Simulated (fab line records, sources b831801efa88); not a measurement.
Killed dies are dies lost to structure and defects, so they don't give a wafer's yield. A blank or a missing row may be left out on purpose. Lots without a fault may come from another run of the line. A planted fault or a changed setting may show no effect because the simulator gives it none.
Which tool did it? | flow sky130 | 10 lots, 30 wafers sampled, at 7 steps of a route of 708

WHAT THE GAUGES READ, wafer by wafer
SKY_METAL3_OVL_MEAS_14. Usual: METAL3_OVL -3 nm, standard deviation 5.1.
lot  | measured     | on         | METAL3_OVL (nm) | flag
L629 | day 38 00:22 | overlay-01 | -2 -7 -6        |
L630 | day 38 13:10 | overlay-02 | -7 -14 1        |
L638 | day 41 02:38 | overlay-01 | -7 -11 -5       |
L640 | day 41 14:37 | overlay-02 | 0 -7 -5         |
L642 | day 42 05:39 | overlay-02 | 2 -1 2          |
L644 | day 42 20:22 | overlay-01 | -9 -2 4         |
L645 | day 43 19:13 | overlay-01 | -3 0 -2         |
L648 | day 44 10:30 | overlay-02 | -8 -12 0        |
L650 | day 44 22:34 | overlay-01 | -9 -11 -5       |
L652 | day 46 06:49 | overlay-01 | 0 -2 -4         |

SKY_VIA3_RS_MEAS_22: measures by four-point-probe. Usual: VIA3_W_RS 0.295 ohm/sq, standard deviation 0.0038.
lot  | measured     | on            | VIA3_W_RS (ohm/sq)                  | flag
L629 | day 39 04:11 | film_metro-04 | 0.299 0.295 0.296                   |
L630 | day 39 16:15 | film_metro-01 | 0.296 0.296 0.301                   |
L638 | day 42 05:37 | film_metro-01 | 0.243 0.291 0.244 0.243 0.290 0.244 | OFF
L640 | day 42 16:42 | film_metro-03 | 0.289 0.245 0.247 0.289 0.246 0.247 | OFF
L642 | day 43 07:15 | film_metro-04 | 0.298 0.297 0.296                   |
L644 | day 43 21:18 | film_metro-01 | 0.296 0.297 0.294                   |
L645 | day 44 20:28 | film_metro-01 | 0.298 0.299 0.297                   |
L648 | day 45 10:17 | film_metro-04 | 0.295 0.293 0.296                   |
L650 | day 45 22:17 | film_metro-04 | 0.298 0.297 0.295                   |
L652 | day 47 06:19 | film_metro-03 | 0.302 0.299 0.297                   |

SKY_VIA3_THK_MEAS_23: measures by xrf. Usual: VIA3_W_THK 403 nm, standard deviation 8.7.
lot  | measured     | on            | VIA3_W_THK (nm)         | flag
L629 | day 39 04:19 | film_metro-04 | 407 412 409             |
L630 | day 39 16:22 | film_metro-01 | 397 397 388             |
L638 | day 42 10:13 | film_metro-01 | 475 399 479 483 399 477 | OFF
L640 | day 43 02:16 | film_metro-03 | 406 482 476 402 479 476 | OFF
L642 | day 43 07:21 | film_metro-04 | 406 407 411             |
L644 | day 43 21:25 | film_metro-01 | 400 396 402             |
L645 | day 44 20:35 | film_metro-01 | 391 394 394             |
L648 | day 45 10:23 | film_metro-04 | 414 412 412             |
L650 | day 45 22:24 | film_metro-04 | 409 408 411             |
L652 | day 47 06:26 | film_metro-03 | 389 394 396             |

SKY_CAP2M_OVL_MEAS_12. Usual: CAP2M_OVL 1.1 nm, standard deviation 1.5.
lot  | measured     | on         | CAP2M_OVL (nm) | flag
L629 | day 40 04:38 | overlay-02 | 1.2 -1.7 -1.2  |
L630 | day 40 17:00 | overlay-01 | 3.1 0.3 1.7    |
L638 | day 43 05:19 | overlay-01 | 1.9 0.4 1.3    |
L640 | day 43 16:18 | overlay-02 | 0.4 1.9 -0.4   |
L642 | day 44 05:57 | overlay-02 | 2.8 -1.1 0.0   |
L644 | day 44 19:56 | overlay-02 | 2.4 1.7 0.8    |
L645 | day 45 17:34 | overlay-02 | 1.5 0.9 0.3    |
L648 | day 46 07:19 | overlay-01 | 1.8 3.2 2.7    |
L650 | day 46 19:37 | overlay-02 | 2.4 1.4 1.8    |
L652 | day 48 02:37 | overlay-02 | 2.6 0.4 1.3    |

WHICH TOOL RAN EACH LOT (tool, then ch and the chambers of the sampled wafers, then the start)
lot  | SKY_CAPM_STRIP_14                    | SKY_VIA3_CVD_21               | SKY_VIA3_CMP_24
L629 | plasma_asher-03 ch 0,1, day 36 21:38 | cvd_w-02 ch 0,1, day 39 04:04 | cmp-02 ch 0,2,3, day 39 04:22
L630 | plasma_asher-03 ch 0,1, day 37 10:25 | cvd_w-02 ch 0, day 39 16:00   | cmp-01 ch 0,3, day 39 16:28
L638 | plasma_asher-04 ch 1, day 40 01:14   | cvd_w-01 ch 0,1, day 42 05:29 | cmp-01 ch 0,1,3, day 42 12:54
L640 | plasma_asher-04 ch 0,1, day 40 13:19 | cvd_w-01 ch 0,1, day 42 16:33 | cmp-01 ch 2,3, day 43 04:40
L642 | plasma_asher-02 ch 0,1, day 41 04:32 | cvd_w-02 ch 0,1, day 43 07:08 | cmp-01 ch 1,2, day 43 07:26
L644 | plasma_asher-02 ch 0,1, day 41 20:19 | cvd_w-02 ch 0,1, day 43 21:11 | cmp-01 ch 1,2,3, day 43 21:29
L645 | plasma_asher-03 ch 0, day 42 20:22   | cvd_w-02 ch 1, day 44 20:13   | cmp-01 ch 0,2,3, day 44 20:42
L648 | plasma_asher-04 ch 0,1, day 43 11:43 | cvd_w-01 ch 0,1, day 45 10:10 | cmp-01 ch 0,1,3, day 45 10:32
L650 | plasma_asher-02 ch 0,1, day 43 23:47 | cvd_w-02 ch 0, day 45 22:04   | cmp-02 ch 0,1,2, day 45 22:33
L652 | plasma_asher-03 ch 0,1, day 45 09:52 | cvd_w-02 ch 0,1, day 47 06:12 | cmp-01 ch 0,1,3, day 47 06:40
- SKY_CAPM_STRIP_14: strips in O2/N2.
- SKY_VIA3_CVD_21: deposits W, target thk 390 nm, time 117.31 s.
- SKY_VIA3_CMP_24: polishes, stops on SiO2, t overpolish 20 s, target thk 0 nm.

WHAT THE TOOLS THEMSELVES READ (means of the sampled wafers that have a number; where no wafer has one, the mark that the record gives instead)
SKY_CAPM_STRIP_14. Usual: drypump_motor_current_A 5.6 A, standard deviation 0.31; oes_product_au 0.710 a.u., standard deviation 0.0041; strip_time_to_endpoint_s 12.64 s, standard deviation 0.047.
lot  | tool            | drypump_motor_current_A (A) | oes_product_au (a.u.) | strip_time_to_endpoint_s (s) | flag
L629 | plasma_asher-03 | 5.8                         | 0.709                 | 12.60                        |
L630 | plasma_asher-03 | 5.8                         | 0.712                 | 12.67                        |
L638 | plasma_asher-04 | 5.3                         | 0.709                 | 12.60                        |
L640 | plasma_asher-04 | 5.3                         | 0.708                 | 12.61                        |
L642 | plasma_asher-02 | 5.9                         | 0.712                 | 12.65                        |
L644 | plasma_asher-02 | 5.9                         | 0.707                 | 12.66                        |
L645 | plasma_asher-03 | 6.0                         | 0.715                 | 12.63                        |
L648 | plasma_asher-04 | 5.4                         | 0.707                 | 12.59                        |
L650 | plasma_asher-02 | 5.9                         | 0.710                 | 12.69                        |
L652 | plasma_asher-03 | 5.8                         | 0.707                 | 12.72                        |

SKY_VIA3_CVD_21. Usual: heater_power_w 865 W, standard deviation 62.
lot  | tool     | heater_power_w (W) | flag
L629 | cvd_w-02 | 840                |
L630 | cvd_w-02 | 886                |
L638 | cvd_w-01 | 889                |
L640 | cvd_w-01 | 908                |
L642 | cvd_w-02 | 844                |
L644 | cvd_w-02 | 812                |
L645 | cvd_w-02 | 765                |
L648 | cvd_w-01 | 905                |
L650 | cvd_w-02 | 900                |
L652 | cvd_w-02 | 853                |

SKY_VIA3_CMP_24. Usual: motor_current_A 10.9 A, standard deviation 1; platen_rpm 60.00 rpm, standard deviation 0.039; time_to_endpoint_s 95 s, standard deviation 4.5.
lot  | tool   | motor_current_A (A) | platen_rpm (rpm) | time_to_endpoint_s (s) | flag
L629 | cmp-02 | 10.8                | 60.00            | 93                     |
L630 | cmp-01 | 10.9                | 60.03            | 92                     |
L638 | cmp-01 | 10.1                | 60.02            | 113                    | OFF
L640 | cmp-01 | 11.3                | 60.00            | 110                    | OFF
L642 | cmp-01 | 11.8                | 60.01            | 94                     |
L644 | cmp-01 | 11.0                | 59.99            | 97                     |
L645 | cmp-01 | 11.2                | 60.05            | 96                     |
L648 | cmp-01 | 10.1                | 60.00            | 98                     |
L650 | cmp-02 | 10.7                | 60.00            | 88                     |
L652 | cmp-01 | 10.2                | 60.03            | 100                    |

THE ANSWER, worked out from the rows above alone
Rule: a lot is off if the mean of its wafers that have a number lies more than 3 standard deviations from the usual mean. A lot without any number at a reading at which 4 lots or more have one is off too. The other lots that the step has rows for count as sound. The gauges are gone through in route order, then the tools' own readings, and for those a lot's mean is taken as printed above. The first step at which some lot is off is used, and at that step the reading that is off furthest; a lot without a number counts as furthest.
Off: L638, L640, at SKY_VIA3_RS_MEAS_22 (VIA3_W_RS).
A tool fits if, at a process step before that reading, it ran every lot that is off, and no sound lot after the first of them. The gauges at SKY_VIA3_RS_MEAS_22 aren't tried: what is off there is off at SKY_VIA3_CMP_24 too, on other tools, and a gauge's error can't cause that. None of those tried fits.

WHAT THE SIMULATOR HAD PUT IN
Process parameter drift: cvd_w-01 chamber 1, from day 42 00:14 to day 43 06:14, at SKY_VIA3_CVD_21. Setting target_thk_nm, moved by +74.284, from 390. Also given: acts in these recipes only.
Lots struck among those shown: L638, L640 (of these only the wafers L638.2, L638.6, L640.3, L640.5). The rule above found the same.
